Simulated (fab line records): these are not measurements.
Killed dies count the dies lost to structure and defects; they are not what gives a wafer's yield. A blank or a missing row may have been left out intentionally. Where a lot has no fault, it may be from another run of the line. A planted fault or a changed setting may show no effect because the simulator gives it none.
Which tool is to blame? | flow sky130 | 15 lots, 45 wafers sampled, at 4 steps of a route of 708

## WHAT THE GAUGES READ, wafer by wafer
SKY_LI_CONTACT_THK_MEAS_01.
lot  | measured     | on           | LI_CONTACT_HDPCVD_THK (nm)
L665 | day 28 12:48 | filmMetro-04 | 962 964 951
L666 | day 28 15:38 | filmMetro-03 | 958 965 943
L667 | day 28 19:54 | filmMetro-03 | 947 954 947
L668 | day 28 22:54 | filmMetro-04 | 959 961 977
L671 | day 30 01:39 | filmMetro-03 | 963 975 953
L675 | day 31 16:38 | filmMetro-01 | 959 967 956
L676 | day 32 03:55 | filmMetro-01 | 974 959 969
L677 | day 32 07:22 | filmMetro-04 | 959 956 960
L678 | day 32 15:11 | filmMetro-04 | 969 962 956
L682 | day 33 13:24 | filmMetro-01 | 962 973 977
L683 | day 34 04:18 | filmMetro-01 | 989 969 970
L684 | day 34 13:04 | filmMetro-03 | 971 949 983
L685 | day 34 14:20 | filmMetro-01 | 985 982 962
L686 | day 34 21:08 | filmMetro-03 | 979 981 962
L687 | day 35 00:04 | filmMetro-04 | 983 971 970

SKY_LI_CONTACT_BOW_MEAS_03.
lot  | measured     | on           | LI_CONTACT_BOW (um)
L665 | day 28 13:10 | filmMetro-03 | 63 54 55
L666 | day 28 16:00 | filmMetro-04 | 49 48 52
L667 | day 28 20:16 | filmMetro-03 | 58 62 53
L668 | day 28 23:16 | filmMetro-04 | 52 58 58
L671 | day 30 02:01 | filmMetro-03 | 52 62 56
L675 | day 31 17:00 | filmMetro-03 | 54 63 56
L676 | day 32 04:17 | filmMetro-04 | 60 52 61
L677 | day 32 07:44 | filmMetro-04 | 56 40 57
L678 | day 32 15:32 | filmMetro-04 | 58 53 53
L682 | day 33 13:46 | filmMetro-01 | 67 61 56
L683 | day 34 04:40 | filmMetro-04 | 53 61 75
L684 | day 34 13:27 | filmMetro-01 | 51 55 46
L685 | day 34 14:42 | filmMetro-03 | 49 56 58
L686 | day 34 21:30 | filmMetro-04 | 55 49 59
L687 | day 35 00:25 | filmMetro-04 | 51 41 44

SKY_LOCAL_INTERCONNECT_RS_MEAS_01: uses a four-point probe to measure.
lot  | measured     | on           | LOCAL_INTERCONNECT_TIN_RS (ohm/sq)
L665 | day 29 18:43 | filmMetro-02 | 13.94 14.28 13.97
L666 | day 29 21:43 | filmMetro-04 | 14.28 14.12 14.27
L667 | day 30 01:50 | filmMetro-02 | 14.18 14.41 14.28
L668 | day 30 04:38 | filmMetro-02 | 14.41 14.33 14.36
L671 | day 31 07:07 | filmMetro-04 | 14.42 14.33 14.30
L675 | day 32 21:10 | filmMetro-04 | 14.39 14.30 14.40
L682 | day 34 18:02 | filmMetro-02 | 14.29 14.17 14.32
L683 | day 35 08:02 | filmMetro-01 | 14.21 14.13 14.07
L684 | day 35 17:51 | filmMetro-01 | 14.39 14.57 14.25
L685 | day 35 19:01 | filmMetro-04 | 13.90 14.14 13.86
L686 | day 36 01:20 | filmMetro-02 | 14.15 14.21 14.08
L687 | day 36 03:59 | filmMetro-01 | 14.51 14.49 14.47

## EACH LOT AND THE TOOL THAT RAN IT (in order: tool; ch and the chambers of the sampled wafers; start)
lot  | SKY_LI_CONTACT_EXPOSE_09
L665 | krfScanner-02 ch 0, day 29 03:09
L666 | krfScanner-01 ch 0, day 29 06:32
L667 | krfScanner-01 ch 0, day 29 10:53
L668 | krfScanner-01 ch 0, day 29 13:51
L671 | krfScanner-01 ch 0, day 30 16:07
L675 | krfScanner-02 ch 0, day 32 07:15
L676 | krfScanner-02, day 32 17:45
L677 | krfScanner-02, day 32 20:59
L678 | krfScanner-02, day 33 05:14
L682 | krfScanner-02 ch 0, day 34 03:48
L683 | krfScanner-01 ch 0, day 34 18:01
L684 | krfScanner-02 ch 0, day 35 01:58
L685 | krfScanner-02 ch 0, day 35 03:50
L686 | krfScanner-02 ch 0, day 35 10:26
L687 | krfScanner-02 ch 0, day 35 13:48
- SKY_LI_CONTACT_EXPOSE_09: exposes mask LICM1, target cd 170 nm.

## AS READ BY THE TOOLS THEMSELVES (means over the sampled wafers that have a number; for cases with no such wafer, the mark the record gives instead)
SKY_LI_CONTACT_EXPOSE_09.
lot  | tool          | exposureDoseMJCm2 | focusOffsetNm (nm)
L665 | krfScanner-02 | 37.94             | -0.4
L666 | krfScanner-01 | 37.95             | 0.3
L667 | krfScanner-01 | 37.99             | 0.4
L668 | krfScanner-01 | 38.01             | 0.0
L671 | krfScanner-01 | 38.06             | -0.1
L675 | krfScanner-02 | 37.97             | -0.8
L676 | krfScanner-02 | -                 | -
L677 | krfScanner-02 | -                 | -
L678 | krfScanner-02 | -                 | -
L682 | krfScanner-02 | 38.06             | 0.2
L683 | krfScanner-01 | 37.98             | -1.3
L684 | krfScanner-02 | 37.98             | 0.3
L685 | krfScanner-02 | 38.01             | 0.2
L686 | krfScanner-02 | 38.02             | -0.3
L687 | krfScanner-02 | 37.96             | 0.0

## THE ANSWER, worked out from the rows above alone
Rule: what is usual is taken from the lots themselves. The widest of any qualifying gaps counts: lots, ordered by their means at a reading, are off when they make up no more than a third of the lots, leave a main group of 4 or more, and stand apart from it by 3 or more times the standard deviation of that group's means. If all means in a main group match to the digits the tables above print for the reading, that group is not used. Also off: a lot with no number at a reading for which 4 or more lots have one. Any other lot the step has rows for is counted as sound. Order of review: gauges by route order, followed by the tools' own readings, for which a lot's mean as printed above is used. At the first step where some lot is off, the reading lying furthest off is the one used; lots without a number count as furthest.
Off at SKY_LI_CONTACT_EXPOSE_09 (exposureDoseMJCm2): L676, L677, L678. Without a number there: L676, L677, L678. The main group: mean 37.99, standard deviation 0.038.
A tool fits if, at that step or a process step before it, it ran every lot that is off, and no sound lot after the first of them. Not one of the candidates tried fits.

## WHAT THE SIMULATOR HAD INSERTED
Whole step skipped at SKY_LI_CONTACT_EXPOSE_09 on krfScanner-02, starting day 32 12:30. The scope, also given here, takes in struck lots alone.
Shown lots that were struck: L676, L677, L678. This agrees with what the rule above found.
